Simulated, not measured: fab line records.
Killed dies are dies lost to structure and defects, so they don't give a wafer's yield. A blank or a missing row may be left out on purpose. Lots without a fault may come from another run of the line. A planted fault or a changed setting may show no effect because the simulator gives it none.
Struck lot and sound lot, side by side + flow sky130 + 28 out of 708 route steps
Sound: wafers L406.4, L406.5, L406.6. The struck wafers were L400.2, L400.3, L400.6. At the end, the cause is stated.
Per side, at each step with rows, come the tool, then ch with its chambers, and then its first start. Under that, the readings that differ: sound wafers + struck wafers + difference of the means + sigmas: that difference in standard deviations of wafers without a fault.
alike: readings with means less than 2 such deviations apart, plus words and numbers identical on both sides. not compared: withheld readings, readings lacking a value on some wafer, bounds such as >300 that could conceal the same value, and numbers that have no deviation in the record and whose values overlap.
Wherever a step has rows on one side only, a row that says differs or no value, or a row with sigmas, the two part there. Non-overlapping numbers with no deviation appear without sigmas and do not part them. A reading that every wafer of one side lacks parts them only if that side has two wafers or more.

first, 1 step without rows for these wafers: SKY_DNWELL_IMPLANT_07.
SKY_DNWELL_STRIP_08: strips in O2/N2.
  sound on plasmaAsher-01 ch 0,1, day 6 14:53; struck on plasmaAsher-02 ch 1, day 5 05:42
  alike: chamberPressureMTorr, drypumpMotorCurrentA, oesProductAu, stripTimeToEndpointS
  not compared: rfHoursCounterH
SKY_DNWELL_TW_MEAS_09:
  sound: filmMetro-03 at day 6 14:59; struck: filmMetro-03 at day 5 05:49
  alike: DNWELL_TW
then, 7 steps without rows for these wafers: SKY_PWDE_DEHYDRATE_00 (time 60 s); SKY_PWDE_HMDS_01 (prime time 60 s); SKY_PWDE_COAT_02 (resist thk 3000 nm); SKY_PWDE_SOFTBAKE_03; SKY_PWDE_EXPOSE_04 (exposes mask PWDEM, target cd 840 nm); SKY_PWDE_PEB_05; SKY_PWDE_DEVELOP_06 (develop time 60 s).
SKY_PWDE_OVL_MEAS_07:
  sound: overlay-01 at day 7 10:42; struck: overlay-02 at day 6 00:03
  alike: PWDE_OVL
after that, 1 step had no rows for these wafers: SKY_PWDE_IMPLANT_08.
SKY_PWDE_STRIP_09: strips in O2/N2.
  sound on plasmaAsher-01 ch 0,1, day 7 10:54; struck on plasmaAsher-03 ch 0,1, day 6 00:14
  no value came back on the struck wafers for chamberPressureMTorr (mTorr), drypumpMotorCurrentA (A), oesProductAu (a.u.), stripTimeToEndpointS (s); on the sound wafers chamberPressureMTorr (mTorr) reads 1499.7 1497.7 1501.2
| reading                               | sound | struck         | difference | sigmas |
|---------------------------------------|-------|----------------|------------|--------|
| model.coat_of_PWDE_COAT_02.thkNm (nm) | 0 0 0 | 3003 2997 2992 | +2997      |        |
  not compared: rfHoursCounterH
SKY_PWDE_TW_MEAS_10:
  sound: filmMetro-02 at day 7 11:00; struck: filmMetro-04 at day 6 00:21
| reading | sound             | struck            | difference | sigmas |
|---------|-------------------|-------------------|------------|--------|
| PWDE_TW | 374.5 372.4 372.2 | 380.8 380.2 379.4 | +7.1       | +3     |
then, 7 steps without rows for these wafers: SKY_NWELL_DEHYDRATE_03 (time 60 s); SKY_NWELL_HMDS_04 (prime time 60 s); SKY_NWELL_COAT_05 (resist thk 3000 nm); SKY_NWELL_SOFTBAKE_06; SKY_NWELL_EXPOSE_07 (exposes mask NWM, target cd 840 nm); SKY_NWELL_PEB_08; SKY_NWELL_DEVELOP_09 (develop time 60 s).
SKY_NWELL_OVL_MEAS_10:
  sound: overlay-01 at day 8 07:22; struck: overlay-01 at day 6 19:06
  alike: NWELL_00_OVL
then, 3 steps without rows for these wafers: SKY_NWELL_IMPLANT_11; SKY_NWELL_IMPLANT_12; SKY_NWELL_IMPLANT_13.
SKY_NWELL_STRIP_14: strips in O2/N2.
  sound on plasmaAsher-01 ch 0,1, day 8 07:52; struck on plasmaAsher-03 ch 0, day 6 19:35
| reading                  | sound             | struck            | difference | sigmas      |
|--------------------------|-------------------|-------------------|------------|-------------|
| oesProductAu (a.u.)      | 0.724 0.716 0.728 | 0.742 0.743 0.734 | +0.017     | +4          |
| stripTimeToEndpointS (s) | 36.97 37.12 36.95 | 81.20 81.20 81.10 | +44.15     | +99 or more |
  alike: chamberPressureMTorr, drypumpMotorCurrentA
  not compared: rfHoursCounterH
SKY_NWELL_TW_MEAS_15:
  sound: filmMetro-02 at day 8 07:58; struck: filmMetro-03 at day 6 19:55
| reading  | sound          | struck   | difference | sigmas      |
|----------|----------------|----------|------------|-------------|
| NWELL_TW | 1836 1832 1834 | 30 30 30 | -1804      | -99 or more |
  not compared: hold
after that, 1 step had no rows for these wafers: SKY_PAD_OPEN_PROBE_99.

## WHERE THEY PART
Last at SKY_NWELL_TW_MEAS_15 as far as this record goes, first at SKY_PWDE_STRIP_09.

WHY: what the simulator had put in
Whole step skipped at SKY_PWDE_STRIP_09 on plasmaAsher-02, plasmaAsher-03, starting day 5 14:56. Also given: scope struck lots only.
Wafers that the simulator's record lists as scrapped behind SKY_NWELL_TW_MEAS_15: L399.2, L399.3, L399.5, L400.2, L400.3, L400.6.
